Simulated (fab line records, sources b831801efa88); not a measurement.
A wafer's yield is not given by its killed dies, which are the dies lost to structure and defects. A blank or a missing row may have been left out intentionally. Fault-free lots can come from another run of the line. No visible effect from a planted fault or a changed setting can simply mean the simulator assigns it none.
fab line records	flow sky130
record: lots: 10	wafers: 30	lastDay: 50
route steps=708 shown VT_ADJUST_HVTR@138 SONOS_TUNNEL@162 POLY_GATE@204 PAD_OPEN@708
lots untouched by any fault: they come from a run of this same line in which no faults occurred
startH: hours from the record's first day to the start of the lot's first wafer shown	waitH: time in hours since the lot's previous step	" unchanged from the row above	L1.1+2: a single row standing in for several wafers	- value missing, or start not given	* or withheld: withheld	< > ~ a bound
route shown NAME@n: a module of which the file shows steps, and the number in the route of the first	usual: average and standard deviation across the fault-free wafers	same: alike in all rows	chamber/n: place in a boat	sites: per-site readings	_std_site: how widely they spread, as a standard deviation	_edge_site: inner sites' mean taken away from outer sites' mean	radiusMm: for every site, how far away it sits from the centre of the wafer	mask NAME#n: copy n	behind: tool/chamber where the wafer was last shaped	hold: the reason the lot was held/the length of the hold in hours/how it ended	device: names the non-switching transistor (n, p or np)	end of line: tests run on the same wafers once the route is complete	a step given without rows: its recipe and nothing more	killed: count of dies lost to structure and defects at first sort (not the wafer's yield)	map: the dies of a wafer, with x for killed, . for not killed, _ for no die there
set.NAME: the setting that was run; set.NAME@STEP: the one run at that earlier step	model.NAME: the simulator's own value behind a step, which no gauge read
the route's steps for a sample of lots (tables are steps, rows are wafers)
services: the hour from which a tool's chamber was out of use, counted from the record's first day as startH (under 0 if before that day), plus the number of hours and why
== steps ==
step: SKY_VT_ADJUST_HVTR_CD_MEAS_07
recipe: targetCdNm: 380
usual: cdNm: 379.6/2.7
lot.wafer	tool	chamber	startH	waitH	cdNm
L573.4	cdSem-01	-	205.97	0.1	377.3
L573.5	"	-	"	"	374.8
L573.6	"	-	"	"	376.6
L575.2	cdSem-02	-	218.98	0.1	375.1
L575.3	"	-	"	"	374.1
L575.6	"	-	"	"	376.1
L578.2	cdSem-02	-	257.53	0.1	380.0
L578.3	"	-	"	"	380.1
L578.4	"	-	"	"	380.5
L580.1	cdSem-01	-	270.56	0.1	381.7
L580.2	"	-	"	"	382.8
L580.5	"	-	"	"	383.7
L581.1	cdSem-01	-	273.90	0.3	375.9
L581.3	"	-	"	"	379.3
L581.5	"	-	"	"	376.2
L586.1	cdSem-01	-	302.31	0.1	378.2
L586.2	"	-	"	"	377.9
L586.4	"	-	"	"	377.9
L587.2	cdSem-01	-	311.33	0.1	381.3
L587.4	"	-	"	"	380.8
L587.5	"	-	"	"	383.0
L589.2	cdSem-02	-	323.68	0.1	379.4
L589.4	"	-	"	"	377.9
L589.5	"	-	"	"	381.2
L588.3	cdSem-02	-	326.36	0.1	383.0
L588.5	"	-	"	"	382.7
L588.6	"	-	"	"	382.2
L593.1	cdSem-01	-	384.46	0.1	381.7
L593.3	"	-	"	"	379.7
L593.6	"	-	"	"	379.1
step: SKY_SONOS_TUNNEL_OVL_MEAS_08
usual: SONOS_TUNNEL_OVL: -0.2/1.3
lot.wafer	tool	chamber	startH	waitH	SONOS_TUNNEL_OVL[nm]
L573.4	overlay-02	-	250.81	0.1	-1.3
L573.5	"	-	"	"	-1.0
L573.6	"	-	"	"	0.3
L575.2	overlay-02	-	265.09	0.1	0.0
L575.3	"	-	"	"	2.1
L575.6	"	-	"	"	-0.1
L578.2	overlay-01	-	306.06	0.1	-1.7
L578.3	"	-	"	"	-1.4
L578.4	"	-	"	"	-2.0
L580.1	overlay-02	-	320.33	0.1	-0.9
L580.2	"	-	"	"	-0.1
L580.5	"	-	"	"	-1.1
L581.1	overlay-02	-	323.41	0.1	-0.6
L581.3	"	-	"	"	-0.6
L581.5	"	-	"	"	-0.8
L586.1	overlay-01	-	356.39	0.1	-1.1
L586.2	"	-	"	"	-1.0
L586.4	"	-	"	"	-2.4
L587.2	overlay-02	-	366.25	0.1	1.1
L587.4	"	-	"	"	1.4
L587.5	"	-	"	"	-0.2
L589.2	overlay-02	-	378.45	0.1	1.2
L589.4	"	-	"	"	1.4
L589.5	"	-	"	"	3.2
L588.3	overlay-02	-	381.20	0.1	1.5
L588.5	"	-	"	"	1.1
L588.6	"	-	"	"	0.3
L593.1	overlay-02	-	445.43	0.1	-0.1
L593.3	"	-	"	"	2.5
L593.6	"	-	"	"	1.9
step: SKY_POLY_GATE_CVD_00
recipe: material: poly-Si	targetThkNm: 180	tempC: 620	timeS: 720	pressureMtorr: 200
usual: spikeTcBottomC: 642/5	spikeTcCentreC: 620.4/1.2	spikeTcLowerC: 620.2/1.3	spikeTcTopC: 641.0/2.2	spikeTcUpperC: 619.9/0.99	susceptorTempC: 620.06/0.25	zonePowerBottomPct: 12.88/0.24	zonePowerCentrePct: 9.49/0.13
lot.wafer	tool	chamber	startH	waitH	spikeTcBottomC	spikeTcCentreC	spikeTcLowerC	spikeTcTopC	spikeTcUpperC	susceptorTempC	zonePowerBottomPct	zonePowerCentrePct
L573.4	lpcvd-01	0	309.51	0.0	648	622.2	621.7	639.6	619.3	620.42	12.44	9.14
L573.5	"	0	"	"	648	619.4	620.6	637.7	621.3	620.03	12.83	9.38
L573.6	"	0	"	"	648	620.3	621.5	637.9	619.0	619.83	12.65	9.36
L575.2	lpcvd-01	0	329.92	0.0	645	619.6	621.5	637.7	620.3	619.90	12.52	9.56
L575.3	"	0	"	"	646	621.1	621.8	640.1	621.0	620.01	12.70	9.35
L575.6	"	0	"	"	649	621.0	622.3	641.5	619.2	619.95	12.63	9.43
L578.2	lpcvd-01	1	371.08	0.0	638	621.0	619.7	644.3	620.1	620.29	13.02	9.56
L578.3	"	1	"	"	638	618.6	619.5	641.3	619.8	620.46	13.17	9.47
L578.4	"	1	"	"	636	621.2	619.8	642.4	621.0	620.19	13.16	9.69
L580.1	lpcvd-01	1	387.93	0.0	639	620.6	619.2	642.7	621.3	620.00	13.13	9.56
L580.2	"	1	"	"	640	621.6	618.7	641.4	620.6	619.86	13.26	9.54
L580.5	"	1	"	"	636	620.7	619.5	642.2	621.3	620.67	12.95	9.77
L581.1	lpcvd-01	1	392.72	0.0	638	620.9	620.0	642.7	619.5	619.67	13.29	9.58
L581.3	"	1	"	"	637	619.5	618.5	641.7	621.3	620.12	13.16	9.48
L581.5	"	1	"	"	637	620.3	618.2	642.3	619.4	620.22	13.19	9.57
L586.1	lpcvd-01	0	425.72	0.0	646	620.1	621.6	637.2	620.6	620.33	12.71	9.35
L586.2	"	0	"	"	649	621.3	620.5	639.5	620.1	620.11	12.77	9.41
L586.4	"	0	"	"	648	620.0	621.3	639.2	620.6	620.13	12.67	9.35
L587.2	lpcvd-01	1	436.59	0.0	625	607.2	605.5	629.1	604.8	605.42	12.37	9.16
L587.4	"	1	"	"	623	607.6	606.5	630.0	603.3	605.03	12.47	9.18
L587.5	"	1	"	"	623	606.6	604.5	628.4	605.0	605.74	12.41	9.15
L589.2	lpcvd-01	1	446.39	0.0	622	605.6	604.8	627.3	605.6	604.83	12.70	9.39
L589.4	"	1	"	"	623	606.5	606.9	628.7	603.7	605.51	12.49	9.16
L589.5	"	1	"	"	623	605.1	605.5	627.9	604.5	605.06	12.45	9.17
L588.3	lpcvd-01	0	451.29	0.0	632	606.3	607.6	625.7	604.0	605.55	12.07	8.98
L588.5	"	0	"	"	633	603.6	605.4	623.6	605.4	605.66	12.11	8.91
L588.6	"	0	"	"	632	606.5	607.1	622.9	607.0	605.56	12.09	9.01
L593.1	lpcvd-01	0	516.16	0.0	646	619.1	620.1	638.2	620.3	620.42	12.61	9.35
L593.3	"	0	"	"	647	620.3	620.5	640.8	620.2	620.15	12.79	9.36
L593.6	"	0	"	"	647	619.1	620.5	639.7	619.2	620.12	12.54	9.38
step: SKY_POLY_GATE_THK_MEAS_01
recipe: reads: poly-Si_of_POLY_GATE_CVD_00
usual: POLY_GATE_CVD_00_THK: 179.9/1.7
lot.wafer	tool	chamber	startH	waitH	POLY_GATE_CVD_00_THK[nm]
L573.4	filmMetro-04	-	311.34	0.0	180.7
L573.5	"	-	"	"	179.9
L573.6	"	-	"	"	178.6
L575.2	filmMetro-02	-	331.13	0.0	181.5
L575.3	"	-	"	"	180.9
L575.6	"	-	"	"	180.6
L578.2	filmMetro-01	-	372.29	0.0	179.2
L578.3	"	-	"	"	179.4
L578.4	"	-	"	"	180.3
L580.1	filmMetro-01	-	389.13	0.0	178.3
L580.2	"	-	"	"	179.4
L580.5	"	-	"	"	178.7
L581.1	filmMetro-01	-	393.92	0.0	176.6
L581.3	"	-	"	"	177.3
L581.5	"	-	"	"	177.3
L586.1	filmMetro-02	-	426.92	0.0	179.5
L586.2	"	-	"	"	178.8
L586.4	"	-	"	"	179.5
L587.2	filmMetro-01	-	437.80	0.0	128.0
L587.4	"	-	"	"	128.0
L587.5	"	-	"	"	127.7
L589.2	filmMetro-02	-	447.60	0.0	128.2
L589.4	"	-	"	"	128.5
L589.5	"	-	"	"	127.3
L588.3	filmMetro-04	-	452.51	0.0	125.0
L588.5	"	-	"	"	126.7
L588.6	"	-	"	"	126.2
L593.1	filmMetro-01	-	517.36	0.0	182.3
L593.3	"	-	"	"	181.7
L593.6	"	-	"	"	181.4
step: SKY_POLY_GATE_ETCH_15
recipe: chemistry: N2/H2	target: BARC	ionEnergyEv: 200	sourceW: 500	biasW: 100	pressureMtorr: 30	n2FlowSccm: 100	h2FlowSccm: 200	stopOn: SiO2	timeS: 118.5	targetDepthA: 1100
usual: drypumpMotorCurrentA: 5.7/0.47	h2FlowSccm: 200.0/0.61	oesProductAu: 0.716/0.0045	throttleValvePct: 13.213/0.0095
lot.wafer	tool	chamber	startH	waitH	drypumpMotorCurrentA	h2FlowSccm	oesProductAu	rfHoursCounterH	throttleValvePct
L573.4	rieDiel-01	0	367.74	0.0	5.1	200.8	0.723	87	13.217
L573.5	"	1	"	"	5.4	199.0	0.723	-	13.193
L573.6	"	2	"	"	5.9	200.4	0.718	-	13.221
L575.2	rieDiel-02	2	388.62	0.0	6.2	200.4	0.718	2	13.220
L575.3	"	3	"	"	5.2	200.0	0.710	98	13.204
L575.6	"	3	"	"	5.2	198.5	0.719	-	13.217
L578.2	rieDiel-01	0	432.53	0.0	5.0	198.8	0.714	88	13.218
L578.3	"	2	"	"	5.9	199.8	0.715	9	13.227
L578.4	"	3	"	"	6.0	201.4	0.718	102	13.201
L580.1	rieDiel-02	3	452.54	0.0	5.2	200.7	0.720	100	13.213
L580.2	"	2	"	"	6.1	199.8	0.709	4	13.210
L580.5	"	1	"	"	5.8	200.1	0.712	-	13.207
L581.1	rieDiel-01	2	458.73	0.0	5.9	201.0	0.721	9	13.209
L581.3	"	0	"	"	5.0	200.3	0.721	88	13.227
L581.5	"	3	"	"	6.1	199.9	0.709	-	13.206
L586.1	rieDiel-01	2	490.73	0.0	5.9	199.5	0.724	10	13.217
L586.2	"	3	"	"	6.1	200.2	0.715	1	13.215
L586.4	"	1	"	"	5.4	200.7	0.715	71	13.207
L587.2	rieDiel-02	1	502.31	0.0	5.8	201.1	0.711	15	13.226
L587.4	"	3	"	"	5.2	200.4	0.715	0	13.216
L587.5	"	1	"	"	5.8	201.3	0.720	-	13.205
L589.2	rieDiel-02	0	510.23	0.0	5.8	201.2	0.712	4	13.215
L589.4	"	3	"	"	5.2	199.9	0.717	1	13.226
L589.5	"	2	"	"	6.1	199.7	0.720	-	13.221
L588.3	rieDiel-02	1	515.70	0.0	5.8	200.3	0.722	15	13.225
L588.5	"	0	"	"	5.8	200.5	0.715	-	13.227
L588.6	"	1	"	"	5.8	199.8	0.713	-	13.216
L593.1	rieDiel-04	3	578.39	0.0	5.8	199.8	0.715	36	13.205
L593.3	"	0	"	"	6.4	199.2	0.717	73	13.211
L593.6	"	3	"	"	5.9	200.0	0.712	-	13.215
step: SKY_POLY_GATE_ETCH_17
recipe: targetDepthNm: 180	stopOn: SiO2	overEtchFrac: 0.56667	chemistry: HBr/Cl2	target: poly-Si	icpW: 400	biasW: 100	pressureMtorr: 10	HBr_flow_sccm: 150	Cl2_flow_sccm: 50	timeS: 70.5
usual: HBr_flow_sccm: 150.0/0.45	drypumpMotorCurrentA: 5.3/0.51	oesProductAu: 0.986/0.0077	throttleValvePct: 33.685/0.01
same: overEtchFrac: 0.56667
lot.wafer	tool	chamber	startH	waitH	HBr_flow_sccm	drypumpMotorCurrentA	oesProductAu	rfHoursCounterH	throttleValvePct
L573.4	rieSi-02	3	367.95	0.1	149.4	6.1	0.985	-	33.680
L573.5	"	2	"	"	149.7	4.7	0.986	-	33.685
L573.6	"	1	"	"	150.6	5.0	0.968	-	33.683
L575.2	rieSi-02	1	388.80	0.0	150.0	4.9	0.990	30	33.685
L575.3	"	2	"	"	149.3	4.7	0.993	11	33.666
L575.6	"	2	"	"	149.7	4.7	0.997	-	33.685
L578.2	rieSi-01	2	432.71	0.0	150.2	5.6	0.987	40	33.698
L578.3	"	3	"	"	149.5	5.4	0.986	4	33.667
L578.4	"	0	"	"	150.0	4.9	0.975	3	33.690
L580.1	rieSi-01	2	452.72	0.0	149.7	5.6	0.989	40	33.696
L580.2	"	1	"	"	150.1	6.0	0.973	65	33.697
L580.5	"	2	"	"	150.1	5.6	0.978	-	33.700
L581.1	rieSi-02	0	458.91	0.0	149.9	5.4	0.977	0	33.687
L581.3	"	1	"	"	149.6	5.0	0.980	30	33.694
L581.5	"	1	"	"	149.8	5.0	0.982	-	33.686
L586.1	rieSi-02	0	490.91	0.0	150.1	5.4	0.989	0	33.691
L586.2	"	2	"	"	149.9	4.7	0.980	11	33.685
L586.4	"	3	"	"	150.6	6.1	0.972	25	33.682
L587.2	rieSi-01	2	502.50	0.0	149.4	5.6	0.789	41	33.679
L587.4	"	1	"	"	149.8	6.0	0.796	0	33.697
L587.5	"	0	"	"	150.2	4.9	0.782	-	33.676
L589.2	rieSi-02	0	510.41	0.0	149.8	5.4	0.787	1	33.685
L589.4	"	2	"	"	150.1	4.7	0.798	11	33.695
L589.5	"	2	"	"	149.7	4.7	0.787	-	33.693
L588.3	rieSi-01	1	515.88	0.0	150.3	6.0	0.784	0	33.682
L588.5	"	3	"	"	149.5	5.4	0.782	-	33.687
L588.6	"	0	"	"	149.2	4.9	0.779	-	33.677
L593.1	rieSi-02	3	578.57	0.0	149.3	6.1	0.969	26	33.686
L593.3	"	1	"	"	150.2	5.0	0.981	31	33.680
L593.6	"	1	"	"	150.0	5.0	0.995	-	33.657
step: SKY_PAD_OPEN_PROBE_99
usual: killed_at_M0_to_M3: 43/6.6	killed_at_M4_up: 3.1/1.6	killedAtContacts: 23/5.6	killedAtFrontEnd: 15/4.2	killedAtOther: 0.2/0.43	killedDies: 85/9.3	killedOpen: 46/6.6	killedShort: 39/6.2
same: grossDies: 492	killedAtBackSide: 0
lot.wafer	tool	chamber	startH	waitH	killed_at_M0_to_M3	killed_at_M4_up	killedAtContacts	killedAtFrontEnd	killedAtOther	killedDies	killedOpen	killedShort
L580.1	prober-01	-	1121.18	0.1	47	3	21	9	0	80	38	42
L580.2	prober-01	-	1121.23	0.1	36	2	30	9	0	77	42	35
L580.5	prober-01	-	1121.38	0.2	38	4	24	11	0	77	42	35
killed by level:class
L580.1 VIA3:geometricParticle:open=10 VIA1:geometricParticle:open=7 VIA2:geometricParticle:open=6 VIA1:geometricParticle:short=6 METAL2:geometricParticle:short=6 LI_CONTACT:geometricParticle:open=5 LOCAL_INTERCONNECT:geometricParticle:short=5 CONTACT:geometricParticle:short=5
L580.2 LI_CONTACT:geometricParticle:open=14 CONTACT:geometricParticle:open=7 VIA1:geometricParticle:open=7 METAL2:geometricParticle:short=6 VIA3:geometricParticle:open=5 LOCAL_INTERCONNECT:geometricParticle:short=4 METAL1:geometricParticle:short=4 VIA1:geometricParticle:short=4
L580.5 VIA1:geometricParticle:open=11 CONTACT:geometricParticle:open=9 VIA2:geometricParticle:open=8 LOCAL_INTERCONNECT:geometricParticle:short=5 CONTACT:geometricParticle:short=5 FIELD_ISO:geometricParticle:short=4 LI_CONTACT:geometricParticle:open=4 METAL1:geometricParticle:short=4
== services ==
tool	chamber	startH	hours	kind
rieDiel-04	1	309.19	4.5	repair
rieDiel-02	0	336.19	-	clean
rieDiel-04	-	337.86	1.2	repair
rieSi-02	0	347.10	38.4	repair
rieDiel-02	0	357.65	2.5	repair
rieDiel-02	2	397.11	11.0	repair
rieDiel-04	0	405.02	11.4	repair
rieSi-02	0	406.93	-	clean
rieSi-02	0	406.93	11.5	scheduledDown
rieSi-02	0	406.93	11.5	ventCycle
rieDiel-01	-	425.86	0.5	repair
rieDiel-02	2	469.06	9.9	repair
rieSi-02	1	478.47	5.6	repair
rieSi-02	0	481.92	6.0	repair
rieDiel-01	3	503.31	29.3	repair
rieDiel-04	3	512.28	4.7	repair
rieDiel-04	2	518.61	6.2	repair
lpcvd-01	-	540.57	0.5	repair
rieDiel-02	0	544.32	13.7	repair
rieSi-01	-	545.25	28.1	pm
rieDiel-04	0	560.67	1.7	repair
rieDiel-01	2	573.13	13.9	repair
rieSi-01	-	575.26	5.5	repair
rieDiel-04	2	577.04	1.6	repair
== key ==
firstSign: step: SKY_POLY_GATE_CVD_00	reading: susceptorTempC	direction: down	sigmas: 58	usual: *	struck: *
effect: step: SKY_POLY_GATE_CVD_00	reading: spikeTcUpperC	direction: down	sigmas: 15	usual: 619.9	struck: 604.8
effect: step: SKY_POLY_GATE_THK_MEAS_01	reading: POLY_GATE_CVD_00_THK	direction: down	sigmas: 31	usual: 179.9	struck: 127.3
effect: step: SKY_POLY_GATE_ETCH_17	reading: oesProductAu	direction: down	sigmas: 26	usual: 0.986	struck: 0.787
metAt SKY_POLY_GATE_CVD_00
struckLots L587,L588,L589
testerLeftOut L587,L588,L589
notActingAt SKY_VT_ADJUST_HVTR_CD_MEAS_07,SKY_SONOS_TUNNEL_OVL_MEAS_08,SKY_POLY_GATE_ETCH_15
onsetBetween 425.72 436.59
fault: kind: processParameterDrift	tool: lpcvd-01	chamber: -	onsetH: 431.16	steps: SKY_POLY_GATE_CVD_00	channel: tempC	offset: *	shape: step	endH: 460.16	stated: *
testerLeftOut: of these lots the tester's yield and bins aren't shown, on N5 and GAA mostly nor the transistor test; their killed dies are dies lost to structure and defects alone, not to doping, threshold or leakage, so they don't give the yield
